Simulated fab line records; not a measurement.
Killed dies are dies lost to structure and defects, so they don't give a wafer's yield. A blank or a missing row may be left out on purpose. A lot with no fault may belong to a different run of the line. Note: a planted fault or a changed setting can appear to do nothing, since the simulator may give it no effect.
The tool behind it: which one?	flow sfqLine	42 wafers sampled from 14 lots at 1 step of a route of 325

== WHAT THE GAUGES READ, wafer by wafer ==
Not one reading of a measure or inspect step in the record can be checked against a usual standard deviation.

== WHAT TOOL EACH LOT RAN ON (gives the tool, then ch and the chambers of the sampled wafers, and finally the start) ==
lot	SFQ_TRILAYER_A5B_CMP_CMP_130
L285	cmp-01 ch 2,3, day 48 00:36
L286	cmp-01 ch 0,2,3, day 48 12:36
L289	cmp-01 ch 0,1,2, day 49 18:55
L291	cmp-01 ch 2,3, day 50 00:47
L294	cmp-01 ch 0,3, day 52 18:35
L297	cmp-01 ch 1,2,3, day 53 18:12
L300	cmp-01 ch 0,1, day 54 17:12
L302	cmp-01 ch 1,2, day 57 15:08
L303	cmp-02 ch 1,2,3, day 57 23:54
L304	cmp-02 ch 0,1, day 59 02:54
L305	cmp-02 ch 0,2,3, day 59 06:54
L306	cmp-02 ch 1,2, day 59 09:24
L307	cmp-01 ch 1,3, day 59 20:34
L308	cmp-02 ch 1,2, day 59 21:24
- SFQ_TRILAYER_A5B_CMP_CMP_130: polishes, stops on Nb, target thk 340.7 nm.

== AS READ BY THE TOOLS THEMSELVES (means over the sampled wafers that have a number; for cases with no such wafer, the mark the record gives instead) ==
SFQ_TRILAYER_A5B_CMP_CMP_130.
lot	tool	headPressurePsi (psi)	motorCurrentA (A)
L285	cmp-01	3.001	9.1
L286	cmp-01	3.002	10.1
L289	cmp-01	3.004	9.9
L291	cmp-01	3.001	8.8
L294	cmp-01	3.008	11.4
L297	cmp-01	2.466	8.2
L300	cmp-01	2.462	9.8
L302	cmp-01	3.003	9.2
L303	cmp-02	3.004	10.6
L304	cmp-02	3.001	10.9
L305	cmp-02	2.997	11.0
L306	cmp-02	2.999	11.0
L307	cmp-01	3.002	9.8
L308	cmp-02	3.006	10.9

== THE ANSWER, worked out from the rows above alone ==
Rule: what is usual is taken from the lots themselves. Put in order of their means at a reading, lots are off if they are a third of the lots or fewer, leave a main group of 4 or more, and stand apart from it by a gap of 3 or more times the standard deviation of the main group's means; of several such gaps the widest counts. The tables above print the reading to a certain number of digits; a main group whose means all agree to those digits is not used. Also off: a lot with no number at a reading for which 4 or more lots have one. Where the step has rows for the other lots, those lots are counted as sound. The gauges are gone through in route order, then the tools' own readings, and for those a lot's mean is taken as printed above. At the first step where some lot is off, the reading lying furthest off is the one used; lots without a number count as furthest.
Off: L297, L300, at SFQ_TRILAYER_A5B_CMP_CMP_130 (headPressurePsi). The main group: mean 3.002 psi, standard deviation 0.0028.
If a tool, at that step or one of the process steps before it, ran each lot that is off and ran no sound lot following the first of them, it fits. None of those tried fits.

== WHAT HAD BEEN PUT IN BY THE SIMULATOR ==
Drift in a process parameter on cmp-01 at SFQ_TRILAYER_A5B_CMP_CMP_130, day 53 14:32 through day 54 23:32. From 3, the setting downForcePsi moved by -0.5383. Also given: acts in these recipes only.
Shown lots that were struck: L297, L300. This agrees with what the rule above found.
